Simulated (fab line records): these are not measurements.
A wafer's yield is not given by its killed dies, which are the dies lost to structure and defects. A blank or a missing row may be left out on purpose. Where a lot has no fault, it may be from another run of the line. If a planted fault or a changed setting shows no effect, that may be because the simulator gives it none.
Chamber matching :: flow sfq_line :: cmp-02 running SFQ_TRILAYER_I4_CMP_CMP_100: 4 sister chambers
The step polishes SiO2. 4 wafers are shown with their chamber, then 9 later ones without.

## WAFERS PAIRED WITH THEIR CHAMBERS
wafer: L984.3
chamber: 3
motor_current_A (A): 10.8

wafer: L986.6
chamber: 1
motor_current_A (A): 10.1

wafer: L989.2
chamber: 0
motor_current_A (A): 11.6

wafer: L989.5
chamber: 2
motor_current_A (A): 11.5

## WAFERS WHOSE CHAMBER IS MISSING
wafer: L990.1
motor_current_A (A): 11.2

wafer: L990.2
motor_current_A (A): 9.8

wafer: L990.4
motor_current_A (A): 9.9

wafer: L996.3
motor_current_A (A): 11.9

wafer: L996.2
motor_current_A (A): 10.9

wafer: L996.6
motor_current_A (A): 11.3

wafer: L103.3
motor_current_A (A): 12.1

wafer: L103.4
motor_current_A (A): 10.0

wafer: L103.6
motor_current_A (A): 10.8

## WHICH CHAMBER EACH WENT THROUGH
wafer: L990.1
from the rows above: can't be placed: 2 or 3 or 0
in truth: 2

wafer: L990.2
from the rows above: 1
in truth: 1

wafer: L990.4
from the rows above: 1
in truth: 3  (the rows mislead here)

wafer: L996.3
from the rows above: can't be placed: 0 or 2
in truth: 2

wafer: L996.2
from the rows above: can't be placed: 3 or 2
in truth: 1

wafer: L996.6
from the rows above: can't be placed: 2 or 0 or 3
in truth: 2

wafer: L103.3
from the rows above: can't be placed: 0 or 2
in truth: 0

wafer: L103.4
from the rows above: 1
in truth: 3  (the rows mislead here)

wafer: L103.6
from the rows above: 3
in truth: 3
2 of 9 placed correctly. These rows do not allow placing 5 (true chamber among the candidates in 4). Placed wrongly: 2.
How it was worked out, from the rows above alone: a wafer's distance from a chamber is the root of the sum, over the readings, of the square of ((its reading less the chamber's mean) divided by the reading's scatter). If the next closest chamber is less than 2 further off than the closest, the wafer can't be placed; otherwise it belongs to the closest. A chamber's mean is the mean of its shown wafers. The scatter (one wafer shown for each chamber): square how far every hidden wafer sits from the nearest shown wafer, average those squares and take the square root.
